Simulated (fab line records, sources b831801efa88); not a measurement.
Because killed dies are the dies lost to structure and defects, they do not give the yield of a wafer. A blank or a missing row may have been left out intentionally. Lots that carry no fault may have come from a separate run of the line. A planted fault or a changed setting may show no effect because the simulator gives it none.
The tool behind it: which one? -- flow sky130 -- Sampling: 12 lots, 36 wafers, 3 of 708 route steps

== WHAT THE GAUGES SHOWED, per wafer ==
SKY_VT_ADJUST_HVTR_CD_MEAS_07 targets a cd of 380 nm.
lot,measured,on,cdNm (nm)
L331,day 9 14:29,cdSem-01,376.5 380.1 379.0
L332,day 9 16:48,cdSem-02,382.9 383.8 383.3
L333,day 10 04:14,cdSem-01,380.9 382.7 381.0
L334,day 10 10:47,cdSem-02,376.8 378.0 376.5
L336,day 10 18:56,cdSem-01,379.9 379.9 380.7
L337,day 11 04:19,cdSem-01,376.2 382.1 378.8
L338,day 11 16:13,cdSem-01,375.7 379.7 379.4
L339,day 11 22:04,cdSem-01,381.5 380.6 381.8
L344,day 13 08:24,cdSem-01,379.2 380.0 380.9
L351,day 15 12:45,cdSem-01,379.0 377.0 377.7
L353,day 16 00:11,cdSem-02,382.4 382.9 381.4
L354,day 16 09:41,cdSem-02,381.5 380.5 381.7

SKY_GATE_OXIDE_OVL_MEAS_10.
lot,measured,on,GATE_OXIDE_OVL (nm)
L331,day 13 21:20,overlay-01,1.2 -1.9 0.5
L332,day 14 02:45,overlay-02,2.0 2.9 2.2
L333,day 14 12:52,overlay-01,1.7 -0.7 0.7
L334,day 15 09:56,overlay-01,-1.0 0.9 -1.0
L336,day 15 09:40,overlay-02,1.9 2.1 2.2
L337,day 15 17:58,overlay-01,-1.0 -0.7 -1.4
L338,day 16 05:59,overlay-02,2.2 2.9 4.4
L339,day 16 12:16,overlay-01,0.6 2.1 0.8
L344,day 18 05:52,overlay-02,1.7 -1.4 0.2
L351,day 20 19:28,overlay-01,0.4 2.0 1.2
L353,day 21 07:23,overlay-01,1.0 1.1 1.6
L354,day 21 18:05,overlay-02,1.6 0.7 0.1

== TOOL THAT RAN EACH LOT (tool first, then ch and the chambers of the sampled wafers, then the start) ==
lot,SKY_VT_ADJUST_LVTN_STRIP_20
L331,"plasmaAsher-01 ch 0,1, day 7 21:16"
L332,"plasmaAsher-02 ch 0,1, day 7 23:02"
L333,"plasmaAsher-02 ch 0,1, day 8 08:12"
L334,"plasmaAsher-02 ch 0,1, day 8 15:16"
L336,"plasmaAsher-02 ch 0,1, day 9 00:10"
L337,"plasmaAsher-04 ch 0,1, day 9 07:51"
L338,"plasmaAsher-04 ch 0,1, day 9 18:43"
L339,"plasmaAsher-04 ch 0,1, day 10 01:28"
L344,"plasmaAsher-04 ch 0,1, day 11 08:10"
L351,"plasmaAsher-02 ch 0,1, day 13 08:16"
L353,"plasmaAsher-04 ch 0,1, day 13 19:41"
L354,"plasmaAsher-02 ch 0,1, day 14 03:31"
- SKY_VT_ADJUST_LVTN_STRIP_20: strips in O2/N2.

== AS READ BY THE TOOLS THEMSELVES (means over the sampled wafers that have a number; for cases with no such wafer, the mark the record gives instead) ==
SKY_VT_ADJUST_LVTN_STRIP_20.
lot,tool,drypumpMotorCurrentA (A),oesProductAu (a.u.),stripTimeToEndpointS (s)
L331,plasmaAsher-01,5.8,0.715,14.16
L332,plasmaAsher-02,4.8,0.718,14.23
L333,plasmaAsher-02,4.8,0.716,14.22
L334,plasmaAsher-02,4.8,0.721,14.11
L336,plasmaAsher-02,4.8,0.716,14.18
L337,plasmaAsher-04,5.4,0.714,14.17
L338,plasmaAsher-04,5.3,0.715,14.14
L339,plasmaAsher-04,5.4,0.717,14.17
L344,plasmaAsher-04,5.4,0.716,14.17
L351,plasmaAsher-02,4.8,0.711,14.19
L353,plasmaAsher-04,5.4,0.718,14.20
L354,plasmaAsher-02,4.8,0.714,14.19

== THE ANSWER, worked out from the rows above alone ==
Rule: usual is defined by the lots themselves. The widest of any qualifying gaps counts: lots, ordered by their means at a reading, are off when they make up no more than a third of the lots, leave a main group of 4 or more, and stand apart from it by 3 or more times the standard deviation of that group's means. A main group whose means are all the same, to the digits that the tables above print for the reading, isn't used. A lot without any number at a reading at which 4 lots or more have one is off too. The other lots that the step has rows for count as sound. Order of review: gauges by route order, followed by the tools' own readings, for which a lot's mean as printed above is used. The first step at which some lot is off is used, and at that step the reading that is off furthest; a lot without a number counts as furthest.
No lot is off at any reading shown: from this, nothing can be told.

== WHAT THE SIMULATOR HAD PUT IN ==
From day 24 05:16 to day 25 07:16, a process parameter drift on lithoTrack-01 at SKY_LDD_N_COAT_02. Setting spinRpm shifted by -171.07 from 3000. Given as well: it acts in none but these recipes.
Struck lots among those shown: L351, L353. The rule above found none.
